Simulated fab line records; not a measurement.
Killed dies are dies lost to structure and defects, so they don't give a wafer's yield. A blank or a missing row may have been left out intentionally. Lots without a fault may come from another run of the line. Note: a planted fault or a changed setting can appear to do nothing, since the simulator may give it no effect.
Commonality check across tools -- flow gf180mcu -- Sample size 11 lots and 33 wafers

## WHAT PROMPTED THE OPENING
2 of 11 lots carry a flag on the reading V2_W_RS at GF_V2_RS_MEAS_24. No-fault wafers: 0.327 ohm/sq, standard deviation 0.005.
Rule: a lot is flagged when every wafer of it that has a number lies more than 4 standard deviations from that mean, or none has a number. The other lots count as sound.

lot,measured,on,"V2_W_RS (ohm/sq), wafer by wafer",flag
L352,day 20 13:17,film_metro-04,0.331 0.323 0.321,
L355,day 21 09:54,film_metro-04,0.329 0.330 0.329,
L357,day 22 04:11,film_metro-01,0.336 0.332 0.332,
L363,day 24 08:04,film_metro-04,43.753 43.862 43.684,FLAGGED
L364,day 24 21:46,film_metro-04,43.963 43.851 43.569,FLAGGED
L369,day 26 12:09,film_metro-02,0.328 0.333 0.328,
L371,day 26 20:59,film_metro-04,0.327 0.325 0.327,
L372,day 27 13:29,film_metro-01,0.328 0.324 0.327,
L373,day 27 19:42,film_metro-04,0.316 0.327 0.322,
L374,day 28 03:18,film_metro-04,0.329 0.322 0.324,
L375,day 28 11:49,film_metro-02,0.330 0.328 0.328,
The numbers of the flagged lots are 43.780 ohm/sq on average: +43.453 ohm/sq against the usual, or +99 or more standard deviations.

## WHICH TOOL RAN EACH LOT
2 process steps preceding the reading are held in the record, out of 602 steps in the route. Each cell gives the tool, then ch followed by the chambers the sampled wafers passed through, then the start.
lot,flag,GF_M2_SPUTTER_00,GF_V2_CVD_23
L352,,"pvd_sputter-01, day 18 08:43","cvd_w-02 ch 0,1, day 20 13:10"
L355,,"pvd_sputter-01, day 19 06:37","cvd_w-01 ch 0,1, day 21 09:46"
L357,,"pvd_sputter-04, day 20 01:02","cvd_w-01 ch 0, day 22 04:04"
L363,FLAGGED,"pvd_sputter-03, day 22 07:10","cvd_w-01 ch 0,1, day 24 07:56"
L364,FLAGGED,"pvd_sputter-01, day 22 20:55","cvd_w-02 ch 0,1, day 24 21:39"
L369,,"pvd_sputter-03, day 24 14:49","cvd_w-01 ch 0,1, day 26 12:01"
L371,,"pvd_sputter-01, day 25 00:12","cvd_w-01 ch 0,1, day 26 20:49"
L372,,"pvd_sputter-01, day 25 17:37","cvd_w-01 ch 0,1, day 27 13:22"
L373,,"pvd_sputter-03, day 25 23:47","cvd_w-02 ch 0,1, day 27 19:35"
L374,,"pvd_sputter-03, day 26 08:34","cvd_w-02 ch 0,1, day 28 03:10"
L375,,"pvd_sputter-03, day 26 16:52","cvd_w-01 ch 0,1, day 28 11:42"
What these steps do:
- GF_M2_SPUTTER_00: material Ti, target thk 37.5 nm, time 150 s.
- GF_V2_CVD_23: deposits W, target thk 350 nm, time 104.94 s.
- GF_V2_RS_MEAS_24: measures by four-point-probe.

## FLAGGED OVER TOTAL, TOOL BY TOOL (the gauges that took the reading come last)
step,tool,lots run,flagged,share of the flagged lots,sound lots run after its first flagged lot
GF_M2_SPUTTER_00,pvd_sputter-01,5,1,some,"2 (L371,L372)"
GF_M2_SPUTTER_00,pvd_sputter-03,5,1,some,"4 (L369,L373,L374,L375)"
GF_M2_SPUTTER_00,pvd_sputter-04,1,0,none,-
GF_V2_CVD_23,cvd_w-01,7,1,some,"4 (L369,L371,L372,L375)"
GF_V2_CVD_23,cvd_w-02,4,1,some,"2 (L373,L374)"
GF_V2_RS_MEAS_24,film_metro-01,2,0,none,-
GF_V2_RS_MEAS_24,film_metro-02,2,0,none,-
GF_V2_RS_MEAS_24,film_metro-04,7,2,all,"3 (L371,L373,L374)"

## WHAT IS ALLOWED BY THE TABLE
In the table, 1 row covers all flagged lots: film_metro-04 at GF_V2_RS_MEAS_24.
- film_metro-04 at GF_V2_RS_MEAS_24 ran 7 lots, 2 of them flagged. Lots that were sound ran on it after the first flagged one (L371, L373, L374); a persistent fault on the entire tool would not allow that.
None of the table's rows ran every flagged lot and, after the first, no sound lot.

## WHAT THE SIMULATOR PUT IN
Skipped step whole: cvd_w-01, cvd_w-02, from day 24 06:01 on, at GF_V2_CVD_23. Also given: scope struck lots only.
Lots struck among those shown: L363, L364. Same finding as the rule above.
